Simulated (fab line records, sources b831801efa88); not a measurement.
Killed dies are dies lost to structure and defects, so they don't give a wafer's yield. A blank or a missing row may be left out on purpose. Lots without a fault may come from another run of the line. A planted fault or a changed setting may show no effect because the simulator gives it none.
One fault seen from 2 desks | flow gf180mcu | each desk has only its own numbers; what lay behind them comes last

THE METROLOGY DESK
What the gauges read, lot by lot, whatever tool the lot ran on: means of the sampled wafers that have a number. A lot is out of limits, marked OUT, if its mean lies more than 4 standard deviations from the usual mean; the brackets give that distance.
Columns: A = INCOMING_BOW at GF_STI_BOW_MEAS_00, usual 1 um; B = STI_OXIDATION_02_THK at GF_STI_THK_MEAS_30, usual 10.04 nm; C = LVPWELL_TW at GF_LVPWELL_TW_MEAS_11, usual 561; D = LVPWELL_RS at GF_VT_IMPLANT_RS_MEAS_48, usual 1197.1 ohm/sq
lot  | first seen here | A  | B     | C              | D
L888 | day 2 01:00     | -8 | 9.98  | 559            | 1199.0
L891 | day 2 16:00     | 3  | 10.05 | 566            | 1195.9
L892 | day 2 21:01     | 11 | 9.95  | 548            | 1198.3
L894 | day 3 07:00     | 3  | 9.99  | 539            | 1292.5 (+35) OUT
L895 | day 3 12:00     | 3  | 9.93  | 567            | 1196.8
L897 | day 3 22:04     | 1  | 10.09 | 529 (-4.1) OUT | 1288.9 (+34) OUT
L898 | day 4 03:00     | 7  | 10.29 | 547            | 1294.7 (+36) OUT
L901 | day 4 18:01     | 1  | 10.58 | 568            | 1196.8
L905 | day 5 14:01     | 6  | 9.83  | 568            | 1198.4
L906 | day 5 19:01     | 0  | 9.73  | 561            | 1193.0
L907 | day 6 00:02     | -1 | 9.92  | 565            | 1196.8
L908 | day 6 05:00     | -1 | 10.06 | 566            | 1192.7
This desk's finding: out of limits on L894, L897, L898; first on L897, day 6 15:49 (LVPWELL_TW at GF_LVPWELL_TW_MEAS_11). In limits: L888, L891, L892, L895, L901, L905, L906, L907, L908.

THE TOOL OWNER'S DESK: implanter-02
The tool's own readings at GF_LVPWELL_IMPLANT_08: means of the sampled wafers that have a number, for each lot that ran on this tool. A lot is out of limits, marked OUT, if its mean lies more than 4 standard deviations from the usual mean; the brackets give that distance.
Columns: A = dose_ions_cm2 at GF_LVPWELL_IMPLANT_08, usual 1.5002e+13; B = faraday_current_uA at GF_LVPWELL_IMPLANT_08, usual 84.6
lot  | first seen here | A                            | B
L892 | day 5 12:15     | 1.4994e+13                   | 85.6
L894 | day 6 02:14     | 1.2876e+13 (-99 or more) OUT | 71.3 (-7.4) OUT
L897 | day 6 15:28     | 1.2902e+13 (-99 or more) OUT | 72.7 (-6.6) OUT
L898 | day 7 00:45     | 1.2894e+13 (-99 or more) OUT | 73.0 (-6.4) OUT
This desk's finding: out of limits on L894, L897, L898; first on L894, day 6 02:14 (dose_ions_cm2 at GF_LVPWELL_IMPLANT_08). In limits: L892.

PUT TOGETHER
The tool owner's desk could have raised an alarm at day 6 02:14, on L894, L897, L898.
The metrology desk could have raised an alarm at day 6 15:49, on L894, L897, L898.
Of the lots named, all ran GF_LVPWELL_IMPLANT_08 on implanter-02.

WHAT THE SIMULATOR HAD PUT IN
Process parameter drift: implanter-02, from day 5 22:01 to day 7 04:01, at GF_LVPWELL_IMPLANT_08. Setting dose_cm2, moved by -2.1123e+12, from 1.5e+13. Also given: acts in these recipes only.
Lots struck among those shown: L894, L897, L898.
Hours from the fault's start to each desk's first reading out of limits: the tool owner's desk, 4; the metrology desk, 18.
